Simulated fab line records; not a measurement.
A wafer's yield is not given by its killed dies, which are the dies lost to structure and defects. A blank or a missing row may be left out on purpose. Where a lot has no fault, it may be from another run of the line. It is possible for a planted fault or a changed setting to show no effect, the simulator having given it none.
fab line records | flow gf180mcu | part 1 of 2: steps 1 to 26 of 39
record: lots: 5 | wafers: 15 | lastDay: 34
route steps=602 shown V1@354 M2@362 V2@382
lots with no fault: from the same line, run without faults
startH: start of the lot's first displayed wafer, in hours after the record's first day | waitH: hours since the lot's step before | " as in the row above | L1.1+2: one row covering several wafers at once | - no value present, or no start provided | * or withheld: withheld | < > ~ a bound
route shown NAME@n: names a module that has steps shown in the file, with the first one's number in the route | usual: mean/standard deviation of fault-free wafers | same: alike in all rows | chamber/n: place in a boat | sites: readings site by site | _std_site: standard deviation across them | _edge_site: inner sites' mean taken away from outer sites' mean | radiusMm: how far each site lies from the wafer's centre | mask NAME#n: copy n | behind: tool/chamber where the wafer was last shaped | hold: cause of the lot's hold/its duration in hours/its outcome | device: which transistor (n, p or np) failed to switch | end of line: tests run on the same wafers once the route is complete | a step given without rows: its recipe and nothing more | killed: at the first sort, the dies lost to defects and structure; wafer yield is something else | map: the dies of a wafer, with x for killed, . for not killed, _ for no die there
set.NAME: the setting that was run; set.NAME@STEP: the one run at that earlier step | model.NAME: the simulator's own value behind a step, which no gauge read
certain route steps with their lots: each step a table, each wafer a row
services: the hour from which a tool's chamber was out of use, counted from the record's first day as startH (under 0 if before that day), plus the number of hours and why
== steps ==
step: GF_V1_STRIP_19
recipe: chemistry: postEtchResidueRemover | timeS: 1200 | tempC: 72.5
usual: bathGuardTempC: 72.4/0.56
lot.wafer | tool        | chamber | startH | waitH | bathGuardTempC
L076.2    | wetBench-02 | 2       | 428.94 | 0.1   | 72.9
L076.5    | "           | 2       | "      | "     | 73.0
L076.6    | "           | 2       | "      | "     | 72.7
L081.1    | wetBench-02 | 0       | 485.89 | 0.1   | 72.7
L081.2    | "           | 0       | "      | "     | 72.4
L081.5    | "           | 0       | "      | "     | 72.6
L082.4    | wetBench-03 | 1       | 489.74 | 0.0   | 73.2
L082.5    | "           | 1       | "      | "     | 73.2
L082.6    | "           | 1       | "      | "     | 73.3
L083.1    | wetBench-02 | 2       | 497.54 | 0.1   | 72.9
L083.2    | "           | 2       | "      | "     | 72.4
L083.4    | "           | 2       | "      | "     | 72.8
L095.1    | wetBench-02 | 1       | 589.59 | 0.1   | 72.0
L095.5    | "           | 1       | "      | "     | 71.3
L095.6    | "           | 1       | "      | "     | 71.5
step: GF_V1_CLEAN_20
recipe: chemistry: DIW | dry: n2Spin
lot.wafer  | tool        | chamber | startH | waitH
L076.2+5+6 | wetBench-01 | 0       | 429.31 | 0.0
L081.1+2+5 | wetBench-01 | 3       | 486.23 | 0.0
L082.4+5+6 | wetBench-01 | 0       | 490.08 | 0.0
L083.1+2+4 | wetBench-01 | 1       | 497.91 | 0.0
L095.1+5+6 | wetBench-01 | 3       | 589.93 | 0.0
step: GF_V1_SPUTTER_21
recipe: material: Ti | targetThkNm: 15 | chamberPressurePa: 5 | powerW: 2500 | substrateTempC: 200 | timeS: 80.02
usual: cathodeDcPowerW: 2500.0/0.42 | throttleValvePct: 30.3/0.84
lot.wafer | tool          | chamber | startH | waitH | cathodeDcPowerW | throttleValvePct
L076.2    | pvdSputter-04 | -       | 429.40 | 0.0   | 2500.5          | 29.5
L076.5    | "             | -       | "      | "     | 2500.6          | 31.7
L076.6    | "             | -       | "      | "     | 2499.8          | 30.9
L081.1    | pvdSputter-01 | -       | 486.32 | 0.0   | 2499.9          | 30.4
L081.2    | "             | -       | "      | "     | 2501.1          | 30.7
L081.5    | "             | -       | "      | "     | 2499.8          | 30.4
L082.4    | pvdSputter-01 | -       | 490.18 | 0.0   | 2499.4          | 31.3
L082.5    | "             | -       | "      | "     | 2500.0          | 30.6
L082.6    | "             | -       | "      | "     | 2500.1          | 30.3
L083.1    | pvdSputter-01 | -       | 498.01 | 0.0   | 2500.0          | 29.4
L083.2    | "             | -       | "      | "     | 2500.0          | 31.3
L083.4    | "             | -       | "      | "     | 2499.9          | 30.4
L095.1    | pvdSputter-02 | -       | 590.04 | 0.0   | 2501.0          | 30.7
L095.5    | "             | -       | "      | "     | 2500.0          | 29.4
L095.6    | "             | -       | "      | "     | 2499.9          | 29.7
step: GF_V1_SPUTTER_22
recipe: material: TiN | targetThkNm: 10 | chamberPressurePa: 5 | powerW: 4000 | timeS: 40
usual: cathodeDcPowerW: 3999.9/0.72 | throttleValvePct: 30.3/0.87
lot.wafer | tool          | chamber | startH | waitH | cathodeDcPowerW | throttleValvePct
L076.2    | pvdSputter-04 | -       | 429.46 | 0.0   | 3999.7          | 29.8
L076.5    | "             | -       | "      | "     | 3999.4          | 31.9
L076.6    | "             | -       | "      | "     | 3999.8          | 30.7
L081.1    | pvdSputter-01 | -       | 486.38 | 0.0   | 3999.6          | 30.5
L081.2    | "             | -       | "      | "     | 3999.7          | 30.6
L081.5    | "             | -       | "      | "     | 3999.9          | 30.4
L082.4    | pvdSputter-01 | -       | 490.24 | 0.0   | 3999.6          | 31.2
L082.5    | "             | -       | "      | "     | 4000.3          | 30.5
L082.6    | "             | -       | "      | "     | 4000.0          | 30.6
L083.1    | pvdSputter-01 | -       | 498.07 | 0.0   | 3999.8          | 29.3
L083.2    | "             | -       | "      | "     | 4000.3          | 31.1
L083.4    | "             | -       | "      | "     | 3999.1          | 30.5
L095.1    | pvdSputter-02 | -       | 590.10 | 0.0   | 4000.0          | 30.8
L095.5    | "             | -       | "      | "     | 4000.5          | 29.4
L095.6    | "             | -       | "      | "     | 4000.4          | 29.8
step: GF_V1_CVD_23
recipe: material: W | targetThkNm: 350 | timeS: 105.05 | tempC: 400 | pressureTorr: 40
usual: chamberPressureTorr: 40.00/0.09 | heaterPowerW: 853/37
lot.wafer | tool    | chamber | startH | waitH | chamberPressureTorr | heaterPowerW
L076.2    | cvdW-02 | 0       | 429.50 | 0.0   | 39.96               | 871
L076.5    | "       | 1       | "      | "     | 39.97               | 914
L076.6    | "       | 0       | "      | "     | 39.98               | 870
L081.1    | cvdW-02 | 0       | 486.42 | 0.0   | 39.97               | 867
L081.2    | "       | 1       | "      | "     | 39.81               | 893
L081.5    | "       | 1       | "      | "     | 39.92               | 934
L082.4    | cvdW-02 | 0       | 490.32 | 0.1   | 39.96               | 878
L082.5    | "       | 1       | "      | "     | 40.10               | 902
L082.6    | "       | 0       | "      | "     | 40.04               | 859
L083.1    | cvdW-01 | 0       | 498.11 | 0.0   | 39.92               | 839
L083.2    | "       | 1       | "      | "     | 40.14               | 813
L083.4    | "       | 0       | "      | "     | 39.87               | 806
L095.1    | cvdW-01 | 1       | 590.14 | 0.0   | 40.02               | 806
L095.5    | "       | 1       | "      | "     | 40.01               | 833
L095.6    | "       | 0       | "      | "     | 40.10               | 832
step: GF_V1_RS_MEAS_24
recipe: thkMeasGauge: four-point-probe | reads: W_of_V1_CVD_23+TiN_of_V1_SPUTTER_22+Ti_of_V1_SPUTTER_21
usual: V1_W_RS: 0.327/0.003
lot.wafer | tool         | chamber | startH | waitH | V1_W_RS[ohm/sq]
L076.2    | filmMetro-02 | -       | 429.64 | 0.1   | 0.326
L076.5    | "            | -       | "      | "     | 0.327
L076.6    | "            | -       | "      | "     | 0.325
L081.1    | filmMetro-01 | -       | 486.53 | 0.1   | 0.334
L081.2    | "            | -       | "      | "     | 0.327
L081.5    | "            | -       | "      | "     | 0.330
L082.4    | filmMetro-02 | -       | 490.45 | 0.1   | 0.328
L082.5    | "            | -       | "      | "     | 0.329
L082.6    | "            | -       | "      | "     | 0.330
L083.1    | filmMetro-01 | -       | 498.22 | 0.1   | 0.326
L083.2    | "            | -       | "      | "     | 0.332
L083.4    | "            | -       | "      | "     | 0.328
L095.1    | filmMetro-02 | -       | 590.25 | 0.1   | 0.326
L095.5    | "            | -       | "      | "     | 0.330
L095.6    | "            | -       | "      | "     | 0.329
step: GF_V1_THK_MEAS_25
recipe: thkMeasGauge: xrf | reads: W_of_V1_CVD_23
usual: V1_W_THK: 351/3.8
lot.wafer | tool         | chamber | startH | waitH | V1_W_THK[nm]
L076.2    | filmMetro-02 | -       | 429.75 | 0.1   | 356
L076.5    | "            | -       | "      | "     | 356
L076.6    | "            | -       | "      | "     | 355
L081.1    | filmMetro-01 | -       | 486.65 | 0.1   | 344
L081.2    | "            | -       | "      | "     | 350
L081.5    | "            | -       | "      | "     | 348
L082.4    | filmMetro-02 | -       | 490.54 | 0.1   | 351
L082.5    | "            | -       | "      | "     | 349
L082.6    | "            | -       | "      | "     | 347
L083.1    | filmMetro-01 | -       | 498.34 | 0.1   | 353
L083.2    | "            | -       | "      | "     | 346
L083.4    | "            | -       | "      | "     | 351
L095.1    | filmMetro-02 | -       | 590.37 | 0.1   | 351
L095.5    | "            | -       | "      | "     | 346
L095.6    | "            | -       | "      | "     | 347
step: GF_V1_CMP_26
recipe: stopOn: SiO2 | downForcePsi: 3.5 | platenRpm: 60 | tOverpolishS: 15 | targetThkNm: 0 | padVelocityMS: 0.94248
usual: motorCurrentA: 11.4/1.4 | overpolishRunS: 14.999/0.0083 | retainingRingPressureFrac: 1.001/0.0045 | timeToEndpointS: 84/3.8
lot.wafer | tool   | chamber | startH | waitH | motorCurrentA | overpolishRunS | retainingRingPressureFrac | timeToEndpointS
L076.2    | cmp-01 | 0       | 429.90 | 0.1   | 12.7          | 15.003         | 0.998                     | 87
L076.6    | "      | 2       | "      | "     | 10.1          | 15.000         | 1.007                     | 85
L076.5    | "      | 3       | "      | "     | 10.5          | 15.007         | 1.003                     | 92
L081.1    | cmp-01 | 0       | 486.71 | 0.1   | 13.5          | 14.984         | 0.998                     | 81
L081.2    | "      | 3       | "      | "     | 10.8          | 14.988         | 1.008                     | 87
L081.5    | "      | 1       | "      | "     | 12.6          | 14.996         | 0.999                     | 86
L082.4    | cmp-01 | 1       | 490.57 | 0.0   | 12.3          | 15.004         | 1.002                     | 81
L082.5    | "      | 1       | "      | "     | 11.6          | 15.005         | 1.001                     | 84
L082.6    | "      | 2       | "      | "     | 10.3          | 15.012         | 1.002                     | 79
L083.1    | cmp-01 | 0       | 498.45 | 0.1   | 12.9          | 15.001         | 0.995                     | 81
L083.2    | "      | 1       | "      | "     | 12.4          | 15.000         | 1.001                     | 83
L083.4    | "      | 2       | "      | "     | 10.2          | 14.999         | 0.993                     | 80
L095.1    | cmp-02 | 1       | 590.48 | 0.1   | 9.7           | 14.992         | 0.999                     | 88
L095.5    | "      | 0       | "      | "     | 11.2          | 14.994         | 1.002                     | 85
L095.6    | "      | 1       | "      | "     | 9.6           | 14.993         | 1.008                     | 85
step: GF_M2_SPUTTER_00
recipe: material: Ti | targetThkNm: 37.5 | arrivingIonEnergyEv: 80 | substrateTempC: 200 | chamberPressurePa: 2 | powerW: 4000 | timeS: 150
usual: cathodeDcPowerW: 4000.0/0.72 | throttleValvePct: 30.1/0.88
lot.wafer | tool          | chamber | startH | waitH | cathodeDcPowerW | throttleValvePct
L076.2    | pvdSputter-03 | -       | 430.10 | 0.1   | 4000.1          | 28.9
L076.5    | "             | -       | "      | "     | 4000.6          | 30.2
L076.6    | "             | -       | "      | "     | 4000.7          | 28.9
L081.1    | pvdSputter-03 | -       | 487.01 | 0.2   | 4000.7          | 28.9
L081.2    | "             | -       | "      | "     | 4000.2          | 29.7
L081.5    | "             | -       | "      | "     | 3999.8          | 30.4
L082.4    | pvdSputter-02 | -       | 490.87 | 0.2   | 4000.6          | 29.3
L082.5    | "             | -       | "      | "     | 4000.2          | 29.8
L082.6    | "             | -       | "      | "     | 3999.3          | 28.8
L083.1    | pvdSputter-03 | -       | 498.70 | 0.2   | 4000.1          | 29.4
L083.2    | "             | -       | "      | "     | 3999.6          | 30.6
L083.4    | "             | -       | "      | "     | 3999.1          | 30.7
L095.1    | pvdSputter-04 | -       | 590.73 | 0.2   | 4000.4          | 30.4
L095.5    | "             | -       | "      | "     | 4000.5          | 31.8
L095.6    | "             | -       | "      | "     | 3999.7          | 31.0
step: GF_M2_SPUTTER_01
recipe: material: TiN | targetThkNm: 30 | powerW: 6500 | timeS: 25 | chamberPressurePa: 0.4
usual: cathodeDcPowerW: 6500.1/1.2 | throttleValvePct: 30.1/0.88
lot.wafer | tool          | chamber | startH | waitH | cathodeDcPowerW | throttleValvePct
L076.2    | pvdSputter-03 | -       | 430.20 | 0.1   | 6498.3          | 28.9
L076.5    | "             | -       | "      | "     | 6500.6          | 30.5
L076.6    | "             | -       | "      | "     | 6500.1          | 29.1
L081.1    | pvdSputter-03 | -       | 487.11 | 0.1   | 6499.0          | 29.0
L081.2    | "             | -       | "      | "     | 6499.8          | 29.7
L081.5    | "             | -       | "      | "     | 6500.9          | 30.3
L082.4    | pvdSputter-02 | -       | 490.97 | 0.1   | 6499.2          | 29.5
L082.5    | "             | -       | "      | "     | 6499.8          | 29.8
L082.6    | "             | -       | "      | "     | 6500.0          | 29.0
L083.1    | pvdSputter-03 | -       | 498.80 | 0.1   | 6502.5          | 29.7
L083.2    | "             | -       | "      | "     | 6500.2          | 30.6
L083.4    | "             | -       | "      | "     | 6499.7          | 30.9
L095.1    | pvdSputter-04 | -       | 590.83 | 0.1   | 6500.2          | 30.7
L095.5    | "             | -       | "      | "     | 6499.1          | 31.8
L095.6    | "             | -       | "      | "     | 6498.1          | 30.9
step: GF_M2_SPUTTER_02
recipe: material: AlCu | targetThkNm: 450 | powerW: 10600 | timeS: 23.9 | chamberPressurePa: 0.4
usual: cathodeDcPowerW: 10600/1.8 | throttleValvePct: 30.1/0.89
lot.wafer | tool          | chamber | startH | waitH | cathodeDcPowerW | throttleValvePct
L076.2    | pvdSputter-03 | -       | 430.23 | 0.0   | 10602           | 28.9
L076.5    | "             | -       | "      | "     | 10599           | 30.1
L076.6    | "             | -       | "      | "     | 10598           | 29.0
L081.1    | pvdSputter-03 | -       | 487.14 | 0.0   | 10599           | 29.0
L081.2    | "             | -       | "      | "     | 10598           | 29.5
L081.5    | "             | -       | "      | "     | 10601           | 30.5
L082.4    | pvdSputter-02 | -       | 491.00 | 0.0   | 10600           | 29.6
L082.5    | "             | -       | "      | "     | 10601           | 30.0
L082.6    | "             | -       | "      | "     | 10601           | 28.7
L083.1    | pvdSputter-03 | -       | 498.83 | 0.0   | 10598           | 29.7
L083.2    | "             | -       | "      | "     | 10597           | 30.6
L083.4    | "             | -       | "      | "     | 10598           | 30.8
L095.1    | pvdSputter-04 | -       | 590.86 | 0.0   | 10600           | 30.6
L095.5    | "             | -       | "      | "     | 10604           | 32.0
L095.6    | "             | -       | "      | "     | 10599           | 30.7
step: GF_M2_SPUTTER_03
recipe: material: Ti | targetThkNm: 10 | substrateTempC: 300 | chamberPressurePa: 0.3 | powerW: 3000 | timeS: 6.7
usual: cathodeDcPowerW: 3000.0/0.52 | throttleValvePct: 30.1/0.89
lot.wafer | tool          | chamber | startH | waitH | cathodeDcPowerW | throttleValvePct
L076.2    | pvdSputter-03 | -       | 430.26 | 0.0   | 3000.2          | 28.8
L076.5    | "             | -       | "      | "     | 3000.6          | 30.5
L076.6    | "             | -       | "      | "     | 2999.5          | 28.9
L081.1    | pvdSputter-03 | -       | 487.17 | 0.0   | 3000.5          | 29.0
L081.2    | "             | -       | "      | "     | 3000.8          | 29.6
L081.5    | "             | -       | "      | "     | 2998.9          | 30.7
L082.4    | pvdSputter-02 | -       | 491.03 | 0.0   | 3000.1          | 29.8
L082.5    | "             | -       | "      | "     | 3000.1          | 29.6
L082.6    | "             | -       | "      | "     | 3000.0          | 28.7
L083.1    | pvdSputter-03 | -       | 498.86 | 0.0   | 3000.1          | 29.5
L083.2    | "             | -       | "      | "     | 3001.2          | 30.5
L083.4    | "             | -       | "      | "     | 2999.8          | 30.7
L095.1    | pvdSputter-04 | -       | 590.89 | 0.0   | 3000.4          | 30.7
L095.5    | "             | -       | "      | "     | 3000.0          | 31.7
L095.6    | "             | -       | "      | "     | 2999.5          | 30.7
step: GF_M2_SPUTTER_04
recipe: material: TiN | targetThkNm: 50 | powerW: 6500 | timeS: 41.7 | chamberPressurePa: 0.4
usual: cathodeDcPowerW: 6500.0/1.1 | throttleValvePct: 30.1/0.9
lot.wafer | tool          | chamber | startH | waitH | cathodeDcPowerW | throttleValvePct
L076.2    | pvdSputter-03 | -       | 430.28 | 0.0   | 6499.6          | 28.8
L076.5    | "             | -       | "      | "     | 6500.0          | 30.8
L076.6    | "             | -       | "      | "     | 6500.7          | 28.9
L081.1    | pvdSputter-03 | -       | 487.19 | 0.0   | 6498.1          | 29.0
L081.2    | "             | -       | "      | "     | 6500.2          | 29.6
L081.5    | "             | -       | "      | "     | 6500.2          | 30.3
L082.4    | pvdSputter-02 | -       | 491.05 | 0.0   | 6499.5          | 29.4
L082.5    | "             | -       | "      | "     | 6500.2          | 29.6
L082.6    | "             | -       | "      | "     | 6501.1          | 28.9
L083.1    | pvdSputter-03 | -       | 498.88 | 0.0   | 6499.5          | 29.3
L083.2    | "             | -       | "      | "     | 6499.1          | 30.3
L083.4    | "             | -       | "      | "     | 6500.1          | 30.8
L095.1    | pvdSputter-04 | -       | 590.91 | 0.0   | 6498.8          | 30.9
L095.5    | "             | -       | "      | "     | 6499.6          | 31.5
L095.6    | "             | -       | "      | "     | 6500.8          | 30.7
step: GF_M2_RS_MEAS_05
recipe: thkMeasGauge: four-point-probe | reads: TiN_of_M2_SPUTTER_04+Ti_of_M2_SPUTTER_03+AlCu_of_M2_SPUTTER_02+TiN_of_M2_SPUTTER_01+Ti_of_M2_SPUTTER_00
usual: M2_ALCU_RS: 0.0694/0.00077
lot.wafer | tool         | chamber | startH | waitH | M2_ALCU_RS[ohm/sq]
L076.2    | filmMetro-04 | -       | 430.34 | 0.0   | 0.0698
L076.5    | "            | -       | "      | "     | 0.0699
L076.6    | "            | -       | "      | "     | 0.0698
L081.1    | filmMetro-04 | -       | 487.23 | 0.0   | 0.0688
L081.2    | "            | -       | "      | "     | 0.0691
L081.5    | "            | -       | "      | "     | 0.0687
L082.4    | filmMetro-01 | -       | 491.15 | 0.1   | 0.0695
L082.5    | "            | -       | "      | "     | 0.0693
L082.6    | "            | -       | "      | "     | 0.0689
L083.1    | filmMetro-03 | -       | 498.92 | 0.0   | 0.0689
L083.2    | "            | -       | "      | "     | 0.0694
L083.4    | "            | -       | "      | "     | 0.0696
L095.1    | filmMetro-04 | -       | 590.95 | 0.0   | 0.0683
L095.5    | "            | -       | "      | "     | 0.0697
L095.6    | "            | -       | "      | "     | 0.0686
step: GF_M2_THK_MEAS_06
recipe: thkMeasGauge: xrf | reads: AlCu_of_M2_SPUTTER_02
usual: M2_ALCU_THK: 450/5.4
lot.wafer | tool         | chamber | startH | waitH | M2_ALCU_THK[nm]
L076.2    | filmMetro-04 | -       | 430.45 | 0.1   | 447
L076.5    | "            | -       | "      | "     | 446
L076.6    | "            | -       | "      | "     | 450
L081.1    | filmMetro-04 | -       | 487.35 | 0.1   | 454
L081.2    | "            | -       | "      | "     | 447
L081.5    | "            | -       | "      | "     | 454
L082.4    | filmMetro-01 | -       | 491.24 | 0.1   | 453
L082.5    | "            | -       | "      | "     | 453
L082.6    | "            | -       | "      | "     | 456
L083.1    | filmMetro-03 | -       | 499.04 | 0.1   | 459
L083.2    | "            | -       | "      | "     | 453
L083.4    | "            | -       | "      | "     | 451
L095.1    | filmMetro-04 | -       | 591.07 | 0.1   | 453
L095.5    | "            | -       | "      | "     | 447
L095.6    | "            | -       | "      | "     | 451
step: GF_M2_DEHYDRATE_07
recipe: tempC: 200 | timeS: 60
lot.wafer  | tool          | chamber | startH | waitH
L076.2+5+6 | lithoTrack-03 | 0       | 441.93 | 11.5
L081.1+2+5 | lithoTrack-04 | 0       | 498.55 | 11.2
L082.4+5+6 | lithoTrack-03 | 0       | 502.43 | 11.2
L083.1+2+4 | lithoTrack-03 | 0       | 510.76 | 11.7
L095.1+5+6 | lithoTrack-01 | 0       | 600.95 | 9.9
step: GF_M2_HMDS_08
recipe: primeTimeS: 60 | primeTempC: 120
lot.wafer  | tool          | chamber | startH | waitH
L076.2+5+6 | lithoTrack-03 | 0       | 442.08 | 0.1
L081.1+2+5 | lithoTrack-04 | 0       | 498.70 | 0.1
L082.4+5+6 | lithoTrack-03 | 0       | 502.58 | 0.1
L083.1+2+4 | lithoTrack-03 | 0       | 510.91 | 0.1
L095.1+5+6 | lithoTrack-01 | 0       | 601.10 | 0.1
step: GF_M2_COAT_09
recipe: resist: KrF | spinRpm: withheld | resistThkNm: 1000
lot.wafer  | tool          | chamber | startH | waitH
L076.2+5+6 | lithoTrack-03 | 0       | 442.23 | 0.1
L081.1+2+5 | lithoTrack-04 | 0       | 498.85 | 0.1
L082.4+5+6 | lithoTrack-03 | 0       | 502.73 | 0.1
L083.1+2+4 | lithoTrack-03 | 0       | 511.06 | 0.1
L095.1+5+6 | lithoTrack-01 | 0       | 601.25 | 0.1
step: GF_M2_SOFTBAKE_10
recipe: tempC: 130 | timeS: 60 | resist: KrF
lot.wafer  | tool          | chamber | startH | waitH
L076.2+5+6 | lithoTrack-03 | 0       | 442.38 | 0.1
L081.1+2+5 | lithoTrack-04 | 0       | 499.00 | 0.1
L082.4+5+6 | lithoTrack-03 | 0       | 502.88 | 0.1
L083.1+2+4 | lithoTrack-03 | 0       | 511.21 | 0.1
L095.1+5+6 | lithoTrack-01 | 0       | 601.40 | 0.1
step: GF_M2_EXPOSE_11
recipe: maskId: Metal2 | targetCdNm: 280 | na: 0.68 | sourceShape: conventional | sigmaOuter: 0.6 | doseMj: 28
lot.wafer  | tool          | chamber | startH | waitH | mask
L076.2+5+6 | krfScanner-02 | 0       | -      | -     | Metal2#0
L081.1+2+5 | krfScanner-02 | 0       | -      | -     | Metal2#0
L082.4+5+6 | krfScanner-02 | 0       | -      | -     | Metal2#0
L083.1+2+4 | krfScanner-02 | 0       | -      | -     | Metal2#0
L095.1+5+6 | krfScanner-02 | 0       | -      | -     | Metal2#0
step: GF_M2_PEB_12
recipe: pebTempC: 135 | pebTimeS: 90 | resist: KrF
lot.wafer  | tool          | chamber | startH | waitH
L076.2+5+6 | lithoTrack-04 | 0       | -      | -
L081.1+2+5 | lithoTrack-03 | 0       | -      | -
L082.4+5+6 | lithoTrack-03 | 0       | -      | -
L083.1+2+4 | lithoTrack-04 | 0       | -      | -
L095.1+5+6 | lithoTrack-04 | 0       | -      | -
step: GF_M2_DEVELOP_13
recipe: developTimeS: 60 | devTempC: 21
lot.wafer  | tool          | chamber | startH | waitH
L076.2+5+6 | lithoTrack-04 | 0       | 454.33 | 0.2
L081.1+2+5 | lithoTrack-03 | 0       | 511.56 | 0.2
L082.4+5+6 | lithoTrack-03 | 0       | 514.23 | 0.1
L083.1+2+4 | lithoTrack-04 | 0       | 522.20 | 0.2
L095.1+5+6 | lithoTrack-04 | 0       | 611.95 | 0.2
step: GF_M2_CD_MEAS_14
recipe: targetCdNm: 280
usual: cdNm: 280.0/1.2
lot.wafer | tool     | chamber | startH | waitH | cdNm
L076.2    | cdSem-01 | -       | 454.47 | 0.1   | 278.6
L076.5    | "        | -       | "      | "     | 279.9
L076.6    | "        | -       | "      | "     | 280.2
L081.1    | cdSem-01 | -       | 511.77 | 0.2   | 281.0
L081.2    | "        | -       | "      | "     | 280.0
L081.5    | "        | -       | "      | "     | 280.4
L082.4    | cdSem-01 | -       | 514.42 | 0.2   | 278.3
L082.5    | "        | -       | "      | "     | 279.0
L082.6    | "        | -       | "      | "     | 278.2
L083.1    | cdSem-01 | -       | 522.35 | 0.1   | 283.3
L083.2    | "        | -       | "      | "     | 281.4
L083.4    | "        | -       | "      | "     | 282.9
L095.1    | cdSem-02 | -       | 612.10 | 0.1   | 280.8
L095.5    | "        | -       | "      | "     | 280.0
L095.6    | "        | -       | "      | "     | 280.5
step: GF_M2_OVL_MEAS_15
usual: M2_OVL: -4/5.2
lot.wafer | tool       | chamber | startH | waitH | M2_OVL[nm]
L076.2    | overlay-02 | -       | 454.58 | 0.1   | -1
L076.5    | "          | -       | "      | "     | 0
L076.6    | "          | -       | "      | "     | 7
L081.1    | overlay-02 | -       | 511.89 | 0.1   | -7
L081.2    | "          | -       | "      | "     | -1
L081.5    | "          | -       | "      | "     | 2
L082.4    | overlay-02 | -       | 514.50 | 0.1   | 5
L082.5    | "          | -       | "      | "     | 11
L082.6    | "          | -       | "      | "     | 3
L083.1    | overlay-02 | -       | 522.47 | 0.1   | -8
L083.2    | "          | -       | "      | "     | -7
L083.4    | "          | -       | "      | "     | -10
L095.1    | overlay-02 | -       | 612.22 | 0.1   | -8
L095.5    | "          | -       | "      | "     | -10
L095.6    | "          | -       | "      | "     | -8
step: GF_M2_METAL_ETCH_16
recipe: chemistry: Cl2/BCl3 | maskMaterial: KrF | targetDepthNm: 627.5 | stopOn: SiO2 | pressureMtorr: 8 | icpW: 800 | biasW: 140 | Cl2_flow_sccm: 80 | bcl3FlowSccm: 40 | timeS: 104.6
usual: drypumpMotorCurrentA: 5.6/0.34 | oesProductAu: 0.973/0.0059 | throttleValvePct: 28.249/0.011
lot.wafer | tool        | chamber | startH | waitH | drypumpMotorCurrentA | oesProductAu | rfHoursCounterH | throttleValvePct
L076.2    | rieMetal-03 | 0       | 454.61 | 0.0   | 5.6                  | 0.970        | 4               | 28.248
L076.5    | "           | 1       | "      | "     | 5.3                  | 0.965        | -               | 28.255
L076.6    | "           | 0       | "      | "     | 5.6                  | 0.971        | -               | 28.244
L081.1    | rieMetal-04 | 1       | 511.93 | 0.0   | 4.9                  | 0.975        | 9               | 28.246
L081.2    | "           | 0       | "      | "     | 5.8                  | 0.979        | 9               | 28.240
L081.5    | "           | 1       | "      | "     | 4.9                  | 0.970        | -               | 28.248
L082.4    | rieMetal-03 | 0       | 514.57 | 0.1   | 5.6                  | 0.970        | -               | 28.240
L082.5    | "           | 1       | "      | "     | 5.3                  | 0.974        | -               | 28.244
L082.6    | "           | 0       | "      | "     | 5.6                  | 0.980        | -               | 28.248
L083.1    | rieMetal-02 | 0       | 522.51 | 0.0   | 6.0                  | 0.969        | 10              | 28.243
L083.2    | "           | 0       | "      | "     | 6.0                  | 0.976        | -               | 28.256
L083.4    | "           | 0       | "      | "     | 6.0                  | 0.974        | -               | 28.249
L095.1    | rieMetal-03 | 1       | 612.26 | 0.0   | 5.3                  | 0.981        | 1               | 28.253
L095.5    | "           | 1       | "      | "     | 5.3                  | 0.974        | -               | 28.236
L095.6    | "           | 0       | "      | "     | 5.6                  | 0.973        | -               | 28.241
step: GF_M2_STRIP_17
recipe: chemistry: O2/N2 | powerW: 1400 | pressureMtorr: 1500 | platenTempC: 250 | o2FlowSccm: 3000 | n2FlowSccm: 300 | overashFraction: 0.5
usual: drypumpMotorCurrentA: 5.4/0.41 | heaterPowerW: 326/26 | o2FlowSccm: 2999/8.9 | oesProductAu: 0.557/0.0045 | stripTimeToEndpointS: 7.86/0.052
lot.wafer | tool           | chamber | startH | waitH | drypumpMotorCurrentA | heaterPowerW | o2FlowSccm | oesProductAu | rfHoursCounterH | stripTimeToEndpointS
L076.2    | plasmaAsher-03 | 1       | 454.72 | 0.1   | 5.9                  | 274          | 3004       | 0.551        | 80              | 7.80
L076.5    | "              | 0       | "      | "     | 5.0                  | 331          | 2998       | 0.560        | -               | 7.88
L076.6    | "              | 1       | "      | "     | 5.8                  | 281          | 3002       | 0.560        | -               | 7.82
L081.1    | plasmaAsher-01 | 0       | 512.04 | 0.1   | 5.3                  | 352          | 2992       | 0.565        | 7               | 7.92
L081.2    | "              | 1       | "      | "     | 6.1                  | 287          | 3005       | 0.555        | 7               | 7.89
L081.5    | "              | 1       | "      | "     | 6.1                  | 295          | 3005       | 0.559        | -               | 7.95
L082.4    | plasmaAsher-03 | 1       | 514.70 | 0.1   | 5.9                  | 281          | 3000       | 0.556        | -               | 7.75
L082.5    | "              | 1       | "      | "     | 5.9                  | 280          | 2989       | 0.563        | -               | 7.86
L082.6    | "              | 0       | "      | "     | 5.0                  | 343          | 2986       | 0.555        | -               | 7.74
L083.1    | plasmaAsher-04 | 1       | 522.73 | 0.2   | 5.4                  | 340          | 2996       | 0.561        | 74              | 7.88
L083.2    | "              | 0       | "      | "     | 4.9                  | 331          | 2997       | 0.559        | 74              | 7.91
L083.4    | "              | 1       | "      | "     | 5.4                  | 347          | 2988       | 0.562        | -               | 7.88
L095.1    | plasmaAsher-03 | 1       | 612.37 | 0.1   | 5.9                  | 280          | 2986       | 0.560        | 97              | 7.89
L095.5    | "              | 1       | "      | "     | 5.8                  | 282          | 2993       | 0.557        | -               | 7.88
L095.6    | "              | 0       | "      | "     | 4.9                  | 341          | 3009       | 0.563        | -               | 7.85
